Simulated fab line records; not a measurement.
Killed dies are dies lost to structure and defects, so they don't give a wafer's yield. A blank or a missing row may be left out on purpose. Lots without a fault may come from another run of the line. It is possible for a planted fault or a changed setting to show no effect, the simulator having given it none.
What tool caused it? + flow sky130 + 12 lots with 35 wafers sampled at 4 steps, on a route of 708 steps

WHAT THE GAUGES SHOWED, per wafer
SKY_VT_ADJUST_PCH_OVL_MEAS_07.
| lot  | measured     | on         | VT_ADJUST_PCH_OVL (nm) |
|------|--------------|------------|------------------------|
| L227 | day 11 05:14 | overlay-02 | 0.6 -1.6 1.2           |
| L228 | day 11 06:22 | overlay-02 | -0.7 0.1 -3.2          |
| L229 | day 11 05:43 | overlay-01 | 2.1 1.7 2.2            |
| L230 | day 11 08:38 | overlay-01 | -3.1 0.8 -2.3          |
| L232 | day 12 02:26 | overlay-02 | 1.9 -0.2 2.5           |
| L233 | day 12 09:46 | overlay-02 | 0.6 0.8 1.7            |
| L240 | day 14 16:02 | overlay-02 | 3.6 1.1 1.0            |
| L244 | day 15 19:30 | overlay-02 | -1.2 -2.2 -1.1         |
| L245 | day 16 05:42 | overlay-01 | -1.9 -0.1              |
| L246 | day 16 11:00 | overlay-02 | -1.7 -1.8 0.1          |
| L248 | day 17 01:02 | overlay-01 | -2.4 -2.5 -1.9         |
| L249 | day 17 05:16 | overlay-02 | -2.5 -2.9 -2.0         |

SKY_SONOS_TUNNEL_TW_MEAS_12.
| lot  | measured     | on            | SONOS_TUNNEL_TW   |
|------|--------------|---------------|-------------------|
| L227 | day 12 05:43 | film metro-04 | 195.4 196.5 194.7 |
| L228 | day 12 07:17 | film metro-04 | 196.3 197.4 196.1 |
| L229 | day 12 05:53 | film metro-01 | 197.8 198.4 198.4 |
| L230 | day 12 09:13 | film metro-04 | 195.6 195.9 196.2 |
| L232 | day 13 03:36 | film metro-02 | 195.5 195.9 195.8 |
| L233 | day 13 10:51 | film metro-01 | 201.3 199.8 198.1 |
| L240 | day 15 20:25 | film metro-01 | 197.9 199.8 199.9 |
| L244 | day 17 01:09 | film metro-04 | 197.2 197.3 197.2 |
| L245 | day 17 12:16 | film metro-02 | 197.6 197.5       |
| L246 | day 17 17:01 | film metro-04 | 196.0 196.9 197.0 |
| L248 | day 18 07:04 | film metro-02 | 196.7 196.4 197.0 |
| L249 | day 18 11:54 | film metro-02 | 197.1 197.4 197.6 |

WHICH TOOL RAN EACH LOT (tool, then ch and the chambers of the sampled wafers, then the start)
| lot  | SKY_FIELD_ISO_COAT_08            | SKY_FIELD_ISO_STRIP_16              |
|------|----------------------------------|-------------------------------------|
| L227 | litho track-02 ch 0, day 2 11:00 | plasma asher-02 ch 0,1, day 2 20:38 |
| L228 | litho track-01 ch 0, day 2 12:00 | plasma asher-03 ch 0,1, day 2 21:10 |
| L229 | litho track-04 ch 0, day 2 12:00 | plasma asher-01 ch 0,1, day 2 21:02 |
| L230 | litho track-02 ch 0, day 2 12:00 | plasma asher-02 ch 0,1, day 2 21:53 |
| L232 | litho track-04 ch 0, day 2 23:00 | plasma asher-02 ch 0,1, day 3 07:41 |
| L233 | litho track-01 ch 0, day 3 04:00 | plasma asher-02 ch 0,1, day 3 12:13 |
| L240 | litho track-01 ch 0, day 4 15:00 | plasma asher-01 ch 1, day 5 01:11   |
| L244 | litho track-01 ch 0, day 5 11:00 | plasma asher-02 ch 0,1, day 5 20:41 |
| L245 | litho track-04 ch 0, day 5 18:00 | plasma asher-03 ch 1, day 6 03:55   |
| L246 | litho track-02 ch 0, day 5 23:00 | plasma asher-03 ch 0,1, day 6 08:39 |
| L248 | litho track-04 ch 0, day 6 07:00 | plasma asher-03 ch 0,1, day 6 17:39 |
| L249 | litho track-04 ch 0, day 6 14:00 | plasma asher-03 ch 0,1, day 7 00:05 |
- SKY_FIELD_ISO_COAT_08: resist thk 450 nm.
- SKY_FIELD_ISO_STRIP_16: strips in O2/N2.

WHAT THE TOOLS THEMSELVES READ (means of the sampled wafers that have a number; where no wafer has one, the mark that the record gives instead)
SKY_FIELD_ISO_COAT_08.
| lot  | tool           | chill plate temp C (C) | exhaust pa (Pa) |
|------|----------------|------------------------|-----------------|
| L227 | litho track-02 | 22.95                  | 43.4            |
| L228 | litho track-01 | 23.05                  | 44.6            |
| L229 | litho track-04 | 23.03                  | 45.1            |
| L230 | litho track-02 | 23.08                  | 45.7            |
| L232 | litho track-04 | 22.92                  | 45.2            |
| L233 | litho track-01 | 23.04                  | 45.4            |
| L240 | litho track-01 | 22.95                  | 44.7            |
| L244 | litho track-01 | 23.05                  | 44.3            |
| L245 | litho track-04 | 23.04                  | 46.5            |
| L246 | litho track-02 | 23.05                  | 45.5            |
| L248 | litho track-04 | 23.14                  | 44.5            |
| L249 | litho track-04 | 22.93                  | 45.7            |

SKY_FIELD_ISO_STRIP_16.
| lot  | tool            | drypump motor current A (A) | oes product au (a.u.) | strip time to endpoint s (s) |
|------|-----------------|-----------------------------|-----------------------|------------------------------|
| L227 | plasma asher-02 | 5.4                         | 0.375                 | 3.49                         |
| L228 | plasma asher-03 | 5.4                         | 0.376                 | 3.58                         |
| L229 | plasma asher-01 | 5.9                         | 0.375                 | 3.51                         |
| L230 | plasma asher-02 | 5.3                         | 0.375                 | 3.47                         |
| L232 | plasma asher-02 | 5.1                         | 0.375                 | 3.46                         |
| L233 | plasma asher-02 | 5.1                         | 0.380                 | 3.61                         |
| L240 | plasma asher-01 | 5.5                         | 0.367                 | 3.26                         |
| L244 | plasma asher-02 | 5.4                         | 0.362                 | 3.22                         |
| L245 | plasma asher-03 | 5.1                         | 0.377                 | 3.54                         |
| L246 | plasma asher-03 | 5.4                         | 0.378                 | 3.55                         |
| L248 | plasma asher-03 | 5.8                         | 0.376                 | 3.45                         |
| L249 | plasma asher-03 | 5.4                         | 0.375                 | 3.55                         |

THE ANSWER, worked out from the rows above alone
Rule: usual is defined by the lots themselves. The widest of any qualifying gaps counts: lots, ordered by their means at a reading, are off when they make up no more than a third of the lots, leave a main group of 4 or more, and stand apart from it by 3 or more times the standard deviation of that group's means. A main group whose means are all the same, to the digits that the tables above print for the reading, isn't used. Also off: a lot with no number at a reading for which 4 or more lots have one. All remaining lots with rows at the step are treated as sound. Order of review: gauges by route order, followed by the tools' own readings, for which a lot's mean as printed above is used. At the first step where some lot is off, the reading lying furthest off is the one used; lots without a number count as furthest.
Off, at SKY_FIELD_ISO_STRIP_16 on oes product au: L240, L244. The main group: mean 0.376 a.u., standard deviation 0.0016.
If a tool, at that step or one of the process steps before it, ran each lot that is off and ran no sound lot following the first of them, it fits. One fits: SKY_FIELD_ISO_COAT_08 on litho track-01. Its last sound lot is L233 (day 3 04:00), its first lot that is off L240 (day 4 15:00): a fault that began between those two fits.

WHAT THE SIMULATOR HAD PUT IN
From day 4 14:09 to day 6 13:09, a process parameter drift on litho track-01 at SKY_FIELD_ISO_COAT_08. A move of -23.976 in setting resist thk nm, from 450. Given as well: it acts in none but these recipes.
Shown lots that were struck: L240, L244. The rule given above showed the same thing.
